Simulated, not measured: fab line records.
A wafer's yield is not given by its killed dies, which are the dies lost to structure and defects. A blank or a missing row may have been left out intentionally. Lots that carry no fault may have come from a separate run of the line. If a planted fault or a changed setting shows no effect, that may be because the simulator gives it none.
Code-filled problem report in 8D (eight disciplines) form ; flow sky130 ; the parts of the form that need people (team, actions taken, sign-off) are left out

1. WHAT IS WRONG
Wafers without a fault read 2000.0 rpm, standard deviation 1.4; spin_speed_rpm at SKY_VT_ADJUST_PCH_COAT_02 reads a mean of 1927.5 rpm on 6 wafers belonging to 2 lots. Relative to the usual mean, that is a shift of -52 standard deviations.
The step: resist thk 3000 nm.
First seen on wafer L365.1, day 16 06:10, on litho_track-03. The record has a number at this step for 36 wafers belonging to 12 lots. By rule, "out" or "out of limits" means more than 4 standard deviations away from the usual mean. Any other wafer with a number is counted as sound.

2. WHAT THIS IS AND IS NOT
question;is;is not
which readings at this step;spin_speed_rpm;exhaust_pa
which lots;L365, L369;L346, L347, L348, L349, L351, L354, L355, L357, L358, L360
which wafers of those lots;all that have a number;-
read on which tools;litho_track-03;litho_track-01, litho_track-02
when;from day 16 06:10;up to then (30 sound wafers)

3. SUSPECTS, AND WHAT RULES EACH OUT
Counting: a tool stays on the suspect list if, at a process step up to the reading, it processed all lots that are out and no sound lot following the first of them.
- litho_track-03 at SKY_VT_ADJUST_PCH_COAT_02 (resist thk 3000 nm): kept. All lots that are out passed through it, beginning with L365 at day 16 06:10, and no sound lot followed; its final sound lot before that point was L360 at day 14 21:31. Its own spin_speed_rpm readings are out on those wafers.
Left after counting: litho_track-03 at SKY_VT_ADJUST_PCH_COAT_02.

4. THE CAUSE (what the simulator had put in)
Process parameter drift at SKY_VT_ADJUST_PCH_COAT_02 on litho_track-03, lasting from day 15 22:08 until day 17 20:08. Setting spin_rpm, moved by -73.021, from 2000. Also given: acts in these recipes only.
The count eliminated every tool but this one.

5. SEQUENCE OF EFFECTS, ordered by route
One row per reading whose mean, taken over the struck wafers that have a number, lies over 3 standard deviations from the usual. Only readings whose record carries a usual standard deviation are examined. hours: median over the lots of the time between each lot's start at the first step of this table that gives one and its start at this step. sigmas: the change, counted in usual standard deviations.
hours;step;reading;usual;on struck wafers;change;sigmas
0;SKY_VT_ADJUST_PCH_COAT_02;spin_speed_rpm;2000.0 rpm;1927.5;-72.5;-52
15;SKY_VT_ADJUST_PCH_STRIP_09;strip_time_to_endpoint_s;36.98 s;37.61;+0.63;+6.5
Process steps it contains:
- SKY_VT_ADJUST_PCH_COAT_02: resist thk 3000 nm.
- SKY_VT_ADJUST_PCH_STRIP_09: strips in O2/N2.
Later steps that measure or inspect, where all struck wafers having a row at the step show a number for every such reading and not one has moved that far: SKY_LOCAL_INTERCONNECT_RS_MEAS_01, SKY_CONTACT_BOW_MEAS_05.

6. WHAT WOULD HAVE CAUGHT IT SOONER
In this record no reading fell out of limits until day 16 06:10, 8 hours after the fault had begun at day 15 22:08.
